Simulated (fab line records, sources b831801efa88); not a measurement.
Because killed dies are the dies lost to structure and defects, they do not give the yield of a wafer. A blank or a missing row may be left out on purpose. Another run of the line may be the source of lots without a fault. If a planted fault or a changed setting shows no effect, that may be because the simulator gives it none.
The tool behind it: which one? / flow gf180mcu / 72 wafers from 24 lots sampled at 4 of the route's 602 steps

== WHAT THE GAUGES SHOWED, per wafer ==
GF_V4_OVL_MEAS_15. Usual: for V4_OVL the level is -3 nm and the standard deviation is 4.7.
lot=L074; measured=day 24 00:55; on=overlay-02; V4_OVL (nm)=-11 -8 -1; flag=
lot=L075; measured=day 24 07:16; on=overlay-01; V4_OVL (nm)=-1 -6 -1; flag=
lot=L076; measured=day 25 02:07; on=overlay-02; V4_OVL (nm)=-10 -4 -6; flag=
lot=L077; measured=day 25 05:38; on=overlay-01; V4_OVL (nm)=3 5 6; flag=
lot=L078; measured=day 25 16:54; on=overlay-01; V4_OVL (nm)=-7 -8 -7; flag=
lot=L080; measured=day 26 07:43; on=overlay-02; V4_OVL (nm)=1 -4 -6; flag=
lot=L079; measured=day 26 10:04; on=overlay-02; V4_OVL (nm)=-3 -3 -7; flag=
lot=L081; measured=day 27 00:49; on=overlay-02; V4_OVL (nm)=-6 -7 -7; flag=
lot=L082; measured=day 27 06:10; on=overlay-01; V4_OVL (nm)=-7 -9 -4; flag=
lot=L083; measured=day 28 00:52; on=overlay-02; V4_OVL (nm)=-7 -8 -8; flag=
lot=L085; measured=day 28 01:00; on=overlay-01; V4_OVL (nm)=-6 -7 5; flag=
lot=L084; measured=day 28 08:40; on=overlay-02; V4_OVL (nm)=-7 -4 -13; flag=
lot=L086; measured=day 28 20:08; on=overlay-01; V4_OVL (nm)=-2 -4 -5; flag=
lot=L087; measured=day 28 20:10; on=overlay-02; V4_OVL (nm)=-3 -2 -1; flag=
lot=L088; measured=day 29 04:24; on=overlay-01; V4_OVL (nm)=0 -1 -3; flag=
lot=L089; measured=day 29 08:09; on=overlay-01; V4_OVL (nm)=-4 0 -2; flag=
lot=L090; measured=day 29 17:19; on=overlay-02; V4_OVL (nm)=1 1 8; flag=
lot=L092; measured=day 29 22:05; on=overlay-01; V4_OVL (nm)=2 0 -2; flag=
lot=L091; measured=day 29 23:10; on=overlay-02; V4_OVL (nm)=-4 2 -4; flag=
lot=L093; measured=day 30 07:32; on=overlay-01; V4_OVL (nm)=2 -5 0; flag=
lot=L094; measured=day 30 15:31; on=overlay-01; V4_OVL (nm)=-7 -2 -12; flag=
lot=L095; measured=day 31 01:59; on=overlay-02; V4_OVL (nm)=-1 5 10; flag=
lot=L096; measured=day 31 04:49; on=overlay-02; V4_OVL (nm)=-6 -8 -9; flag=
lot=L097; measured=day 31 19:20; on=overlay-02; V4_OVL (nm)=-5 2 -5; flag=

== EACH LOT AND THE TOOL THAT RAN IT (in order: tool; ch and the chambers of the sampled wafers; start) ==
lot=L074; GF_V1_CMP_04=cmp-02 ch 1,2,3, day 16 18:34; GF_M3_STRIP_17=plasma asher-02 ch 0,1, day 20 22:49; GF_M4_SPUTTER_03=pvd sputter-04, day 22 01:10
lot=L075; GF_V1_CMP_04=cmp-01 ch 0,1,3, day 17 00:00; GF_M3_STRIP_17=plasma asher-01 ch 0,1, day 21 05:32; GF_M4_SPUTTER_03=pvd sputter-03, day 22 07:31
lot=L076; GF_V1_CMP_04=cmp-01 ch 0,1,2, day 17 20:26; GF_M3_STRIP_17=plasma asher-01 ch 0,1, day 22 01:46; GF_M4_SPUTTER_03=pvd sputter-03, day 23 03:31
lot=L077; GF_V1_CMP_04=cmp-01 ch 1,2, day 17 23:42; GF_M3_STRIP_17=plasma asher-02 ch 0,1, day 22 04:59; GF_M4_SPUTTER_03=pvd sputter-04, day 23 07:19
lot=L078; GF_V1_CMP_04=cmp-02 ch 0,1, day 18 15:25; GF_M3_STRIP_17=plasma asher-02 ch 0,1, day 22 19:14; GF_M4_SPUTTER_03=pvd sputter-01, day 23 20:28
lot=L080; GF_V1_CMP_04=cmp-02 ch 1,2,3, day 19 06:44; GF_M3_STRIP_17=plasma asher-02 ch 0,1, day 23 10:32; GF_M4_SPUTTER_03=pvd sputter-01, day 24 12:07
lot=L079; GF_V1_CMP_04=cmp-01 ch 0,1,3, day 19 07:02; GF_M3_STRIP_17=plasma asher-04 ch 0,1, day 23 11:29; GF_M4_SPUTTER_03=pvd sputter-04, day 24 13:17
lot=L081; GF_V1_CMP_04=cmp-01 ch 1,2, day 20 01:11; GF_M3_STRIP_17=plasma asher-02 ch 0,1, day 24 04:25; GF_M4_SPUTTER_03=pvd sputter-01, day 25 05:32
lot=L082; GF_V1_CMP_04=cmp-01 ch 0,3, day 20 07:57; GF_M3_STRIP_17=plasma asher-02 ch 0,1, day 24 10:20; GF_M4_SPUTTER_03=pvd sputter-04, day 25 10:49
lot=L083; GF_V1_CMP_04=cmp-01 ch 2,3, day 21 06:46; GF_M3_STRIP_17=plasma asher-04 ch 1, day 25 06:56; GF_M4_SPUTTER_03=pvd sputter-03, day 26 07:04
lot=L085; GF_V1_CMP_04=cmp-01 ch 1,2, day 21 08:15; GF_M3_STRIP_17=plasma asher-02 ch 0,1, day 25 08:37; GF_M4_SPUTTER_03=pvd sputter-01, day 26 07:49
lot=L084; GF_V1_CMP_04=cmp-02 ch 0,3, day 21 14:20; GF_M3_STRIP_17=plasma asher-01 ch 0,1, day 25 15:34; GF_M4_SPUTTER_03=pvd sputter-03, day 26 15:54
lot=L086; GF_V1_CMP_04=cmp-01 ch 0,1,3, day 22 04:43; GF_M3_STRIP_17=plasma asher-04 ch 0,1, day 26 03:34; GF_M4_SPUTTER_03=pvd sputter-03, day 27 03:19
lot=L087; GF_V1_CMP_04=cmp-02 ch 0,1, day 22 05:26; GF_M3_STRIP_17=plasma asher-01 ch 0,1, day 26 04:22; GF_M4_SPUTTER_03=pvd sputter-04, day 27 03:47
lot=L088; GF_V1_CMP_04=cmp-01 ch 0,1,2, day 22 17:09; GF_M3_STRIP_17=plasma asher-02 ch 0,1, day 26 13:53; GF_M4_SPUTTER_03=pvd sputter-04, day 27 12:29
lot=L089; GF_V1_CMP_04=cmp-02 ch 0,3, day 22 22:03; GF_M3_STRIP_17=plasma asher-02 ch 0,1, day 26 17:14; GF_M4_SPUTTER_03=pvd sputter-03, day 27 15:46
lot=L090; GF_V1_CMP_04=cmp-02 ch 0,1,3, day 23 09:24; GF_M3_STRIP_17=plasma asher-04 ch 0,1, day 27 03:38; GF_M4_SPUTTER_03=pvd sputter-01, day 28 02:13
lot=L092; GF_V1_CMP_04=cmp-01 ch 0,2, day 23 12:51; GF_M3_STRIP_17=plasma asher-01 ch 0,1, day 27 08:01; GF_M4_SPUTTER_03=pvd sputter-04, day 28 07:00
lot=L091; GF_V1_CMP_04=cmp-01 ch 1,2,3, day 23 14:29; GF_M3_STRIP_17=plasma asher-04 ch 0,1, day 27 09:20; GF_M4_SPUTTER_03=pvd sputter-04, day 28 08:08
lot=L093; GF_V1_CMP_04=cmp-02 ch 0,1, day 24 01:46; GF_M3_STRIP_17=plasma asher-04 ch 0,1, day 27 18:58; GF_M4_SPUTTER_03=pvd sputter-01, day 28 16:46
lot=L094; GF_V1_CMP_04=cmp-01 ch 0,2,3, day 24 10:18; GF_M3_STRIP_17=plasma asher-02 ch 0,1, day 28 02:16; GF_M4_SPUTTER_03=pvd sputter-01, day 29 00:49
lot=L095; GF_V1_CMP_04=cmp-02 ch 0,1, day 24 23:34; GF_M3_STRIP_17=plasma asher-01 ch 0, day 28 14:05; GF_M4_SPUTTER_03=pvd sputter-03, day 29 11:28
lot=L096; GF_V1_CMP_04=cmp-01 ch 1,2, day 25 01:47; GF_M3_STRIP_17=plasma asher-04 ch 0,1, day 28 16:46; GF_M4_SPUTTER_03=pvd sputter-03, day 29 14:53
lot=L097; GF_V1_CMP_04=cmp-02 ch 1,3, day 25 12:12; GF_M3_STRIP_17=plasma asher-02 ch 0,1, day 29 01:55; GF_M4_SPUTTER_03=pvd sputter-01, day 29 23:30
- GF_V1_CMP_04: polishes SiO2.
- GF_M3_STRIP_17: strips in O2/N2.
- GF_M4_SPUTTER_03: material Ti, target thk 10 nm, time 6.7 s.

== AS READ BY THE TOOLS THEMSELVES (means over the sampled wafers that have a number; for cases with no such wafer, the mark the record gives instead) ==
GF_V1_CMP_04. Usual: edge zone pressure frac 1.000, standard deviation 0.0051; motor current A 12.3 A, standard deviation 1; time to endpoint s 79 s, standard deviation 5.
lot=L074; tool=cmp-02; edge zone pressure frac=1.002; motor current A (A)=12.4; time to endpoint s (s)=74; flag=
lot=L075; tool=cmp-01; edge zone pressure frac=0.998; motor current A (A)=11.6; time to endpoint s (s)=83; flag=
lot=L076; tool=cmp-01; edge zone pressure frac=0.998; motor current A (A)=11.9; time to endpoint s (s)=79; flag=
lot=L077; tool=cmp-01; edge zone pressure frac=1.003; motor current A (A)=12.2; time to endpoint s (s)=82; flag=
lot=L078; tool=cmp-02; edge zone pressure frac=1.000; motor current A (A)=12.7; time to endpoint s (s)=77; flag=
lot=L080; tool=cmp-02; edge zone pressure frac=0.991; motor current A (A)=12.3; time to endpoint s (s)=76; flag=
lot=L079; tool=cmp-01; edge zone pressure frac=1.002; motor current A (A)=11.8; time to endpoint s (s)=79; flag=
lot=L081; tool=cmp-01; edge zone pressure frac=0.998; motor current A (A)=11.7; time to endpoint s (s)=77; flag=
lot=L082; tool=cmp-01; edge zone pressure frac=1.001; motor current A (A)=12.3; time to endpoint s (s)=73; flag=
lot=L083; tool=cmp-01; edge zone pressure frac=1.002; motor current A (A)=12.0; time to endpoint s (s)=78; flag=
lot=L085; tool=cmp-01; edge zone pressure frac=0.995; motor current A (A)=12.2; time to endpoint s (s)=85; flag=
lot=L084; tool=cmp-02; edge zone pressure frac=1.001; motor current A (A)=13.5; time to endpoint s (s)=78; flag=
lot=L086; tool=cmp-01; edge zone pressure frac=1.006; motor current A (A)=11.7; time to endpoint s (s)=76; flag=
lot=L087; tool=cmp-02; edge zone pressure frac=1.001; motor current A (A)=13.0; time to endpoint s (s)=74; flag=
lot=L088; tool=cmp-01; edge zone pressure frac=0.998; motor current A (A)=12.4; time to endpoint s (s)=79; flag=
lot=L089; tool=cmp-02; edge zone pressure frac=0.999; motor current A (A)=13.7; time to endpoint s (s)=78; flag=
lot=L090; tool=cmp-02; edge zone pressure frac=0.999; motor current A (A)=13.0; time to endpoint s (s)=81; flag=
lot=L092; tool=cmp-01; edge zone pressure frac=1.004; motor current A (A)=13.0; time to endpoint s (s)=85; flag=
lot=L091; tool=cmp-01; edge zone pressure frac=1.001; motor current A (A)=11.3; time to endpoint s (s)=81; flag=
lot=L093; tool=cmp-02; edge zone pressure frac=1.002; motor current A (A)=12.9; time to endpoint s (s)=88; flag=
lot=L094; tool=cmp-01; edge zone pressure frac=0.999; motor current A (A)=12.6; time to endpoint s (s)=83; flag=
lot=L095; tool=cmp-02; edge zone pressure frac=1.004; motor current A (A)=12.2; time to endpoint s (s)=84; flag=
lot=L096; tool=cmp-01; edge zone pressure frac=0.999; motor current A (A)=12.0; time to endpoint s (s)=80; flag=
lot=L097; tool=cmp-02; edge zone pressure frac=1.000; motor current A (A)=12.3; time to endpoint s (s)=78; flag=

GF_M3_STRIP_17. Usual: drypump motor current A 5.8 A, standard deviation 0.41; heater power w 315 W, standard deviation 13; n2 flow sccm 300.2 sccm, standard deviation 0.87; oes product au 0.558 a.u., standard deviation 0.0051; strip time to endpoint s 7.86 s, standard deviation 0.04.
lot=L074; tool=plasma asher-02; drypump motor current A (A)=5.9; heater power w (W)=312; n2 flow sccm (sccm)=300.8; oes product au (a.u.)=0.562; strip time to endpoint s (s)=7.88; flag=
lot=L075; tool=plasma asher-01; drypump motor current A (A)=5.5; heater power w (W)=332; n2 flow sccm (sccm)=301.1; oes product au (a.u.)=0.560; strip time to endpoint s (s)=7.84; flag=
lot=L076; tool=plasma asher-01; drypump motor current A (A)=5.4; heater power w (W)=333; n2 flow sccm (sccm)=299.4; oes product au (a.u.)=0.561; strip time to endpoint s (s)=7.89; flag=
lot=L077; tool=plasma asher-02; drypump motor current A (A)=6.2; heater power w (W)=309; n2 flow sccm (sccm)=299.6; oes product au (a.u.)=0.560; strip time to endpoint s (s)=7.82; flag=
lot=L078; tool=plasma asher-02; drypump motor current A (A)=6.2; heater power w (W)=309; n2 flow sccm (sccm)=300.6; oes product au (a.u.)=0.556; strip time to endpoint s (s)=7.86; flag=
lot=L080; tool=plasma asher-02; drypump motor current A (A)=6.0; heater power w (W)=308; n2 flow sccm (sccm)=299.1; oes product au (a.u.)=0.559; strip time to endpoint s (s)=7.87; flag=
lot=L079; tool=plasma asher-04; drypump motor current A (A)=5.5; heater power w (W)=309; n2 flow sccm (sccm)=300.0; oes product au (a.u.)=0.560; strip time to endpoint s (s)=7.89; flag=
lot=L081; tool=plasma asher-02; drypump motor current A (A)=6.0; heater power w (W)=311; n2 flow sccm (sccm)=300.4; oes product au (a.u.)=0.557; strip time to endpoint s (s)=7.85; flag=
lot=L082; tool=plasma asher-02; drypump motor current A (A)=6.2; heater power w (W)=309; n2 flow sccm (sccm)=300.7; oes product au (a.u.)=0.560; strip time to endpoint s (s)=7.89; flag=
lot=L083; tool=plasma asher-04; drypump motor current A (A)=5.4; heater power w (W)=316; n2 flow sccm (sccm)=300.7; oes product au (a.u.)=0.555; strip time to endpoint s (s)=7.86; flag=
lot=L085; tool=plasma asher-02; drypump motor current A (A)=6.2; heater power w (W)=306; n2 flow sccm (sccm)=300.6; oes product au (a.u.)=0.556; strip time to endpoint s (s)=7.91; flag=
lot=L084; tool=plasma asher-01; drypump motor current A (A)=5.6; heater power w (W)=324; n2 flow sccm (sccm)=301.6; oes product au (a.u.)=0.555; strip time to endpoint s (s)=7.84; flag=
lot=L086; tool=plasma asher-04; drypump motor current A (A)=5.4; heater power w (W)=317; n2 flow sccm (sccm)=300.0; oes product au (a.u.)=0.558; strip time to endpoint s (s)=7.84; flag=
lot=L087; tool=plasma asher-01; drypump motor current A (A)=5.6; heater power w (W)=323; n2 flow sccm (sccm)=300.3; oes product au (a.u.)=0.560; strip time to endpoint s (s)=7.83; flag=
lot=L088; tool=plasma asher-02; drypump motor current A (A)=6.2; heater power w (W)=308; n2 flow sccm (sccm)=300.1; oes product au (a.u.)=0.552; strip time to endpoint s (s)=7.88; flag=
lot=L089; tool=plasma asher-02; drypump motor current A (A)=6.0; heater power w (W)=310; n2 flow sccm (sccm)=300.7; oes product au (a.u.)=0.556; strip time to endpoint s (s)=7.85; flag=
lot=L090; tool=plasma asher-04; drypump motor current A (A)=5.5; heater power w (W)=310; n2 flow sccm (sccm)=300.9; oes product au (a.u.)=0.561; strip time to endpoint s (s)=7.86; flag=
lot=L092; tool=plasma asher-01; drypump motor current A (A)=5.6; heater power w (W)=328; n2 flow sccm (sccm)=299.3; oes product au (a.u.)=0.565; strip time to endpoint s (s)=7.86; flag=
lot=L091; tool=plasma asher-04; drypump motor current A (A)=5.4; heater power w (W)=318; n2 flow sccm (sccm)=300.6; oes product au (a.u.)=0.560; strip time to endpoint s (s)=7.86; flag=
lot=L093; tool=plasma asher-04; drypump motor current A (A)=5.5; heater power w (W)=313; n2 flow sccm (sccm)=299.3; oes product au (a.u.)=0.552; strip time to endpoint s (s)=7.80; flag=
lot=L094; tool=plasma asher-02; drypump motor current A (A)=6.0; heater power w (W)=309; n2 flow sccm (sccm)=299.5; oes product au (a.u.)=0.558; strip time to endpoint s (s)=7.89; flag=
lot=L095; tool=plasma asher-01; drypump motor current A (A)=5.7; heater power w (W)=309; n2 flow sccm (sccm)=299.5; oes product au (a.u.)=0.559; strip time to endpoint s (s)=7.84; flag=
lot=L096; tool=plasma asher-04; drypump motor current A (A)=5.4; heater power w (W)=311; n2 flow sccm (sccm)=300.5; oes product au (a.u.)=0.557; strip time to endpoint s (s)=7.81; flag=
lot=L097; tool=plasma asher-02; drypump motor current A (A)=6.2; heater power w (W)=308; n2 flow sccm (sccm)=299.7; oes product au (a.u.)=0.558; strip time to endpoint s (s)=7.88; flag=

GF_M4_SPUTTER_03. Usual: 30.6 % for throttle valve pct, sd 0.78.
lot=L074; tool=pvd sputter-04; throttle valve pct (%)=30.3; flag=
lot=L075; tool=pvd sputter-03; throttle valve pct (%)=29.7; flag=
lot=L076; tool=pvd sputter-03; throttle valve pct (%)=30.3; flag=
lot=L077; tool=pvd sputter-04; throttle valve pct (%)=30.6; flag=
lot=L078; tool=pvd sputter-01; throttle valve pct (%)=31.3; flag=
lot=L080; tool=pvd sputter-01; throttle valve pct (%)=31.1; flag=
lot=L079; tool=pvd sputter-04; throttle valve pct (%)=31.3; flag=
lot=L081; tool=pvd sputter-01; throttle valve pct (%)=31.1; flag=
lot=L082; tool=pvd sputter-04; throttle valve pct (%)=31.3; flag=
lot=L083; tool=pvd sputter-03; throttle valve pct (%)=30.5; flag=
lot=L085; tool=pvd sputter-01; throttle valve pct (%)=30.8; flag=
lot=L084; tool=pvd sputter-03; throttle valve pct (%)=30.1; flag=
lot=L086; tool=pvd sputter-03; throttle valve pct (%)=30.0; flag=
lot=L087; tool=pvd sputter-04; throttle valve pct (%)=31.1; flag=
lot=L088; tool=pvd sputter-04; throttle valve pct (%)=30.4; flag=
lot=L089; tool=pvd sputter-03; throttle valve pct (%)=29.6; flag=
lot=L090; tool=pvd sputter-01; throttle valve pct (%)=31.2; flag=
lot=L092; tool=pvd sputter-04; throttle valve pct (%)=30.7; flag=
lot=L091; tool=pvd sputter-04; throttle valve pct (%)=30.8; flag=
lot=L093; tool=pvd sputter-01; throttle valve pct (%)=31.2; flag=
lot=L094; tool=pvd sputter-01; throttle valve pct (%)=30.8; flag=
lot=L095; tool=pvd sputter-03; throttle valve pct (%)=30.7; flag=
lot=L096; tool=pvd sputter-03; throttle valve pct (%)=30.6; flag=
lot=L097; tool=pvd sputter-01; throttle valve pct (%)=30.9; flag=

== THE ANSWER, worked out from the rows above alone ==
Rule: lot off if the mean of its wafers having a number is beyond 3 standard deviations from the usual mean. A lot without any number at a reading at which 4 lots or more have one is off too. Any other lot the step has rows for is counted as sound. The gauges are gone through in route order, then the tools' own readings, and for those a lot's mean is taken as printed above. The first step at which some lot is off is used, and at that step the reading that is off furthest; a lot without a number counts as furthest.
No lot is off on any of the readings shown, so nothing can be concluded from this.

== WHAT THE SIMULATOR HAD PUT IN ==
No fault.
